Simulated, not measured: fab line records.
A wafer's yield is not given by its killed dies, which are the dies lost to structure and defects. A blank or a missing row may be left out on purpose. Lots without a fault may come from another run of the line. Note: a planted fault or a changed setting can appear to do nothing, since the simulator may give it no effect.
2 desks, one fault || flow gf180mcu || each desk holds nothing but its own numbers, with what lay behind them at the end

## THE TOOL OWNER'S DESK: cvd w-01
The tool's own readings at GF_CONTACT_CVD_24 (deposits W, target thk 300 nm, time 90.339 s): means of the sampled wafers that have a number, for each lot that ran on this tool. The brackets show how far a lot's mean lies from the usual mean; more than 4 standard deviations puts the lot out of limits, marked OUT.
Columns: A = heater power w at GF_CONTACT_CVD_24, usual 815 W
{"lot": "L740", "first seen here": "day 16 06:39", "A": 901}
{"lot": "L749", "first seen here": "day 19 16:34", "A": 839}
{"lot": "L751", "first seen here": "day 20 09:43", "A": 842}
{"lot": "L755", "first seen here": "day 21 12:46", "A": 850}
{"lot": "L756", "first seen here": "day 21 21:04", "A": 851}
This desk found nothing out of limits on any of the 5 lots.

## THE METROLOGY DESK
Means of the sampled wafers that have a number, per lot and without regard to the tool the lot ran on: this is what the gauges read. The brackets show how far a lot's mean lies from the usual mean; more than 4 standard deviations puts the lot out of limits, marked OUT.
Columns: A = CONTACT_W_RS at GF_CONTACT_RS_MEAS_25, usual 0.381 ohm/sq; B = CONTACT_W_THK at GF_CONTACT_THK_MEAS_26, usual 309 nm; C = cd nm at GF_M1_CD_MEAS_14, usual 230.2 nm
{"lot": "L740", "first seen here": "day 16 06:45", "A": 0.376, "B": 316, "C": 231.4}
{"lot": "L742", "first seen here": "day 16 18:40", "A": 0.380, "B": 308, "C": 230.7}
{"lot": "L744", "first seen here": "day 17 14:10", "A": 0.382, "B": 309, "C": 230.8}
{"lot": "L746", "first seen here": "day 18 06:11", "A": 0.386, "B": 303, "C": 229.0}
{"lot": "L749", "first seen here": "day 19 16:42", "A": 0.384, "B": 302, "C": 231.4}
{"lot": "L751", "first seen here": "day 20 09:49", "A": 0.385, "B": 309, "C": 229.8}
{"lot": "L755", "first seen here": "day 21 12:52", "A": "0.335 (-12) OUT", "B": "348 (+8.4) OUT", "C": 231.5}
{"lot": "L756", "first seen here": "day 21 21:11", "A": "0.338 (-12) OUT", "B": "352 (+9.3) OUT", "C": 230.9}
{"lot": "L759", "first seen here": "day 23 02:25", "A": 0.380, "B": 310, "C": 230.9}
{"lot": "L761", "first seen here": "day 23 16:41", "A": 0.379, "B": 313, "C": 231.0}
{"lot": "L763", "first seen here": "day 24 10:12", "A": 0.379, "B": 308, "C": 231.1}
This desk's finding: out of limits on L755, L756; first on L755, day 21 12:52 (CONTACT_W_RS at GF_CONTACT_RS_MEAS_25). L740, L742, L744, L746, L749, L751, L759, L761, L763 stayed within limits.

## PUT TOGETHER
L755, L756 would have let the metrology desk raise an alarm at day 21 12:52.
The desk of the tool owner found nothing out of limits.
On record at the tool owner's desk: L755, L756, within its limits.
On cvd w-01, each named lot ran GF_CONTACT_CVD_24.

## WHAT THE SIMULATOR HAD INSERTED
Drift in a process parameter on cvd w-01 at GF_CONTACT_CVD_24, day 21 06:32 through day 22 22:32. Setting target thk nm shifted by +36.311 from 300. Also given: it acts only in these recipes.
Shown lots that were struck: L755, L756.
Time in hours between the start of the fault and the first out-of-limits reading at each desk: metrology desk, 6.
